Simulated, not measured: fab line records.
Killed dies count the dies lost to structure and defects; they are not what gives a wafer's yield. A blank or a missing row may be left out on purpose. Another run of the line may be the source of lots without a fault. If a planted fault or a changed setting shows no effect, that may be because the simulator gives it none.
Which tool is to blame? || flow sky130 || 11 lots with 33 wafers sampled at 3 steps, on a route of 708 steps

## WHAT THE GAUGES READ, wafer by wafer
SKY_POLY_GATE_OVL_MEAS_14. Usual: POLY_GATE_OVL 2 nm, standard deviation 5.1.
{"lot": "L327", "measured": "day 18 03:04", "on": "overlay-02", "POLY_GATE_OVL (nm)": "9 6 8", "flag": ""}
{"lot": "L328", "measured": "day 18 14:58", "on": "overlay-01", "POLY_GATE_OVL (nm)": "-3 1 -8", "flag": ""}
{"lot": "L329", "measured": "day 19 00:49", "on": "overlay-02", "POLY_GATE_OVL (nm)": "9 9 8", "flag": ""}
{"lot": "L330", "measured": "day 19 04:52", "on": "overlay-02", "POLY_GATE_OVL (nm)": "2 6 11", "flag": ""}
{"lot": "L331", "measured": "day 19 21:13", "on": "overlay-01", "POLY_GATE_OVL (nm)": "6 11 11", "flag": ""}
{"lot": "L337", "measured": "day 22 05:55", "on": "overlay-02", "POLY_GATE_OVL (nm)": "1 2 -1", "flag": ""}
{"lot": "L338", "measured": "day 22 11:16", "on": "overlay-02", "POLY_GATE_OVL (nm)": "11 6 4", "flag": ""}
{"lot": "L341", "measured": "day 23 20:48", "on": "overlay-01", "POLY_GATE_OVL (nm)": "5 6 -5", "flag": ""}
{"lot": "L342", "measured": "day 24 06:47", "on": "overlay-01", "POLY_GATE_OVL (nm)": "-4 -6 -7", "flag": ""}
{"lot": "L343", "measured": "day 24 09:27", "on": "overlay-01", "POLY_GATE_OVL (nm)": "-5 6 3", "flag": ""}
{"lot": "L345", "measured": "day 24 13:03", "on": "overlay-02", "POLY_GATE_OVL (nm)": "2 12 12", "flag": ""}

## EACH LOT AND THE TOOL THAT RAN IT (in order: tool; ch and the chambers of the sampled wafers; start)
{"lot": "L327", "SKY_VT_ADJUST_HVTR_STRIP_10": "plasma-asher-01 ch 0,1, day 10 21:47", "SKY_SONOS_ONO_STRIP_17": "plasma-asher-04 ch 0,1, day 14 07:21"}
{"lot": "L328", "SKY_VT_ADJUST_HVTR_STRIP_10": "plasma-asher-01 ch 0,1, day 11 08:46", "SKY_SONOS_ONO_STRIP_17": "plasma-asher-04 ch 0,1, day 14 17:50"}
{"lot": "L329", "SKY_VT_ADJUST_HVTR_STRIP_10": "plasma-asher-01 ch 0,1, day 11 14:35", "SKY_SONOS_ONO_STRIP_17": "plasma-asher-01 ch 1, day 14 23:08"}
{"lot": "L330", "SKY_VT_ADJUST_HVTR_STRIP_10": "plasma-asher-03 ch 0,1, day 11 21:49", "SKY_SONOS_ONO_STRIP_17": "plasma-asher-01 ch 0,1, day 15 06:32"}
{"lot": "L331", "SKY_VT_ADJUST_HVTR_STRIP_10": "plasma-asher-01 ch 0,1, day 12 07:26", "SKY_SONOS_ONO_STRIP_17": "plasma-asher-03 ch 0,1, day 15 20:44"}
{"lot": "L337", "SKY_VT_ADJUST_HVTR_STRIP_10": "plasma-asher-02 ch 1, day 14 08:32", "SKY_SONOS_ONO_STRIP_17": "plasma-asher-01 ch 0,1, day 18 02:56"}
{"lot": "L338", "SKY_VT_ADJUST_HVTR_STRIP_10": "plasma-asher-03 ch 0,1, day 14 14:02", "SKY_SONOS_ONO_STRIP_17": "plasma-asher-04 ch 0,1, day 18 08:49"}
{"lot": "L341", "SKY_VT_ADJUST_HVTR_STRIP_10": "plasma-asher-03 ch 0,1, day 15 19:56", "SKY_SONOS_ONO_STRIP_17": "plasma-asher-03 ch 0,1, day 19 17:32"}
{"lot": "L342", "SKY_VT_ADJUST_HVTR_STRIP_10": "plasma-asher-01 ch 0,1, day 16 02:07", "SKY_SONOS_ONO_STRIP_17": "plasma-asher-01 ch 0,1, day 20 02:35"}
{"lot": "L343", "SKY_VT_ADJUST_HVTR_STRIP_10": "plasma-asher-03 ch 0,1, day 16 04:44", "SKY_SONOS_ONO_STRIP_17": "plasma-asher-01 ch 0,1, day 20 06:41"}
{"lot": "L345", "SKY_VT_ADJUST_HVTR_STRIP_10": "plasma-asher-02 ch 0,1, day 16 10:44", "SKY_SONOS_ONO_STRIP_17": "plasma-asher-01 ch 0,1, day 20 08:41"}
- SKY_VT_ADJUST_HVTR_STRIP_10: strips in O2/N2.
- SKY_SONOS_ONO_STRIP_17: strips in O2/N2.

## WHAT THE TOOLS THEMSELVES READ (means of the sampled wafers that have a number; where no wafer has one, the mark that the record gives instead)
SKY_VT_ADJUST_HVTR_STRIP_10. Usual: chamber-pressure-mTorr 1500.0 mTorr, standard deviation 1.4; drypump-motor-current-A 5.87 A, standard deviation 0.29; n2-flow-sccm 299.9 sccm, standard deviation 0.87; oes-product-au 0.716 a.u., standard deviation 0.0045; strip-time-to-endpoint-s 14.16 s, standard deviation 0.042.
{"lot": "L327", "tool": "plasma-asher-01", "chamber-pressure-mTorr (mTorr)": 1499.4, "drypump-motor-current-A (A)": 5.74, "n2-flow-sccm (sccm)": 299.7, "oes-product-au (a.u.)": 0.712, "strip-time-to-endpoint-s (s)": 14.17, "flag": ""}
{"lot": "L328", "tool": "plasma-asher-01", "chamber-pressure-mTorr (mTorr)": 1499.4, "drypump-motor-current-A (A)": 5.74, "n2-flow-sccm (sccm)": 300.7, "oes-product-au (a.u.)": 0.715, "strip-time-to-endpoint-s (s)": 14.18, "flag": ""}
{"lot": "L329", "tool": "plasma-asher-01", "chamber-pressure-mTorr (mTorr)": 1499.6, "drypump-motor-current-A (A)": 5.73, "n2-flow-sccm (sccm)": 298.9, "oes-product-au (a.u.)": 0.729, "strip-time-to-endpoint-s (s)": 13.86, "flag": "OFF"}
{"lot": "L330", "tool": "plasma-asher-03", "chamber-pressure-mTorr (mTorr)": 1500.6, "drypump-motor-current-A (A)": 6.16, "n2-flow-sccm (sccm)": 299.6, "oes-product-au (a.u.)": 0.714, "strip-time-to-endpoint-s (s)": 14.17, "flag": ""}
{"lot": "L331", "tool": "plasma-asher-01", "chamber-pressure-mTorr (mTorr)": 1500.1, "drypump-motor-current-A (A)": 5.74, "n2-flow-sccm (sccm)": 300.2, "oes-product-au (a.u.)": 0.729, "strip-time-to-endpoint-s (s)": 13.80, "flag": "OFF"}
{"lot": "L337", "tool": "plasma-asher-02", "chamber-pressure-mTorr (mTorr)": 1499.3, "drypump-motor-current-A (A)": 5.71, "n2-flow-sccm (sccm)": 299.4, "oes-product-au (a.u.)": 0.712, "strip-time-to-endpoint-s (s)": 14.14, "flag": ""}
{"lot": "L338", "tool": "plasma-asher-03", "chamber-pressure-mTorr (mTorr)": 1500.2, "drypump-motor-current-A (A)": 6.32, "n2-flow-sccm (sccm)": 299.8, "oes-product-au (a.u.)": 0.719, "strip-time-to-endpoint-s (s)": 14.15, "flag": ""}
{"lot": "L341", "tool": "plasma-asher-03", "chamber-pressure-mTorr (mTorr)": 1499.3, "drypump-motor-current-A (A)": 6.15, "n2-flow-sccm (sccm)": 299.0, "oes-product-au (a.u.)": 0.714, "strip-time-to-endpoint-s (s)": 14.11, "flag": ""}
{"lot": "L342", "tool": "plasma-asher-01", "chamber-pressure-mTorr (mTorr)": 1500.3, "drypump-motor-current-A (A)": 5.72, "n2-flow-sccm (sccm)": 298.9, "oes-product-au (a.u.)": 0.720, "strip-time-to-endpoint-s (s)": 14.15, "flag": ""}
{"lot": "L343", "tool": "plasma-asher-03", "chamber-pressure-mTorr (mTorr)": 1499.2, "drypump-motor-current-A (A)": 6.15, "n2-flow-sccm (sccm)": 300.9, "oes-product-au (a.u.)": 0.716, "strip-time-to-endpoint-s (s)": 14.14, "flag": ""}
{"lot": "L345", "tool": "plasma-asher-02", "chamber-pressure-mTorr (mTorr)": 1500.4, "drypump-motor-current-A (A)": 5.68, "n2-flow-sccm (sccm)": 299.5, "oes-product-au (a.u.)": 0.718, "strip-time-to-endpoint-s (s)": 14.13, "flag": ""}

SKY_SONOS_ONO_STRIP_17. Usual: chamber-pressure-mTorr 1500.0 mTorr, standard deviation 1.3; drypump-motor-current-A 6.02 A, standard deviation 0.28; n2-flow-sccm 300.1 sccm, standard deviation 0.89; oes-product-au 0.711 a.u., standard deviation 0.0049; strip-time-to-endpoint-s 14.09 s, standard deviation 0.045.
{"lot": "L327", "tool": "plasma-asher-04", "chamber-pressure-mTorr (mTorr)": 1499.2, "drypump-motor-current-A (A)": 6.03, "n2-flow-sccm (sccm)": 300.3, "oes-product-au (a.u.)": 0.706, "strip-time-to-endpoint-s (s)": 14.10, "flag": ""}
{"lot": "L328", "tool": "plasma-asher-04", "chamber-pressure-mTorr (mTorr)": 1501.8, "drypump-motor-current-A (A)": 6.04, "n2-flow-sccm (sccm)": 301.1, "oes-product-au (a.u.)": 0.711, "strip-time-to-endpoint-s (s)": 14.05, "flag": ""}
{"lot": "L329", "tool": "plasma-asher-01", "chamber-pressure-mTorr (mTorr)": 1500.5, "drypump-motor-current-A (A)": 6.02, "n2-flow-sccm (sccm)": 299.6, "oes-product-au (a.u.)": 0.712, "strip-time-to-endpoint-s (s)": 14.04, "flag": ""}
{"lot": "L330", "tool": "plasma-asher-01", "chamber-pressure-mTorr (mTorr)": 1500.4, "drypump-motor-current-A (A)": 5.88, "n2-flow-sccm (sccm)": 299.8, "oes-product-au (a.u.)": 0.715, "strip-time-to-endpoint-s (s)": 14.05, "flag": ""}
{"lot": "L331", "tool": "plasma-asher-03", "chamber-pressure-mTorr (mTorr)": 1501.0, "drypump-motor-current-A (A)": 6.15, "n2-flow-sccm (sccm)": 299.5, "oes-product-au (a.u.)": 0.712, "strip-time-to-endpoint-s (s)": 14.05, "flag": ""}
{"lot": "L337", "tool": "plasma-asher-01", "chamber-pressure-mTorr (mTorr)": 1499.9, "drypump-motor-current-A (A)": 5.72, "n2-flow-sccm (sccm)": 300.1, "oes-product-au (a.u.)": 0.707, "strip-time-to-endpoint-s (s)": 14.05, "flag": ""}
{"lot": "L338", "tool": "plasma-asher-04", "chamber-pressure-mTorr (mTorr)": 1499.6, "drypump-motor-current-A (A)": 6.06, "n2-flow-sccm (sccm)": 300.1, "oes-product-au (a.u.)": 0.707, "strip-time-to-endpoint-s (s)": 14.05, "flag": ""}
{"lot": "L341", "tool": "plasma-asher-03", "chamber-pressure-mTorr (mTorr)": 1500.3, "drypump-motor-current-A (A)": 6.15, "n2-flow-sccm (sccm)": 300.0, "oes-product-au (a.u.)": 0.709, "strip-time-to-endpoint-s (s)": 14.17, "flag": ""}
{"lot": "L342", "tool": "plasma-asher-01", "chamber-pressure-mTorr (mTorr)": 1499.3, "drypump-motor-current-A (A)": 5.90, "n2-flow-sccm (sccm)": 300.2, "oes-product-au (a.u.)": 0.711, "strip-time-to-endpoint-s (s)": 14.15, "flag": ""}
{"lot": "L343", "tool": "plasma-asher-01", "chamber-pressure-mTorr (mTorr)": 1499.3, "drypump-motor-current-A (A)": 5.73, "n2-flow-sccm (sccm)": 300.4, "oes-product-au (a.u.)": 0.713, "strip-time-to-endpoint-s (s)": 14.13, "flag": ""}
{"lot": "L345", "tool": "plasma-asher-01", "chamber-pressure-mTorr (mTorr)": 1498.0, "drypump-motor-current-A (A)": 5.88, "n2-flow-sccm (sccm)": 300.0, "oes-product-au (a.u.)": 0.714, "strip-time-to-endpoint-s (s)": 14.17, "flag": ""}

## THE ANSWER, worked out from the rows above alone
Rule: a lot counts as off when the mean over its wafers that have a number is more than 3 standard deviations away from the usual mean. A lot without any number at a reading at which 4 lots or more have one is off too. Where the step has rows for the other lots, those lots are counted as sound. Order of review: gauges by route order, followed by the tools' own readings, for which a lot's mean as printed above is used. At the first step where some lot is off, the reading lying furthest off is the one used; lots without a number count as furthest.
Off: L329, L331 (SKY_VT_ADJUST_HVTR_STRIP_10, strip-time-to-endpoint-s).
A tool fits if, at that step or a process step before it, it ran every lot that is off, and no sound lot after the first of them. None of those tried fits.

## WHAT HAD BEEN PUT IN BY THE SIMULATOR
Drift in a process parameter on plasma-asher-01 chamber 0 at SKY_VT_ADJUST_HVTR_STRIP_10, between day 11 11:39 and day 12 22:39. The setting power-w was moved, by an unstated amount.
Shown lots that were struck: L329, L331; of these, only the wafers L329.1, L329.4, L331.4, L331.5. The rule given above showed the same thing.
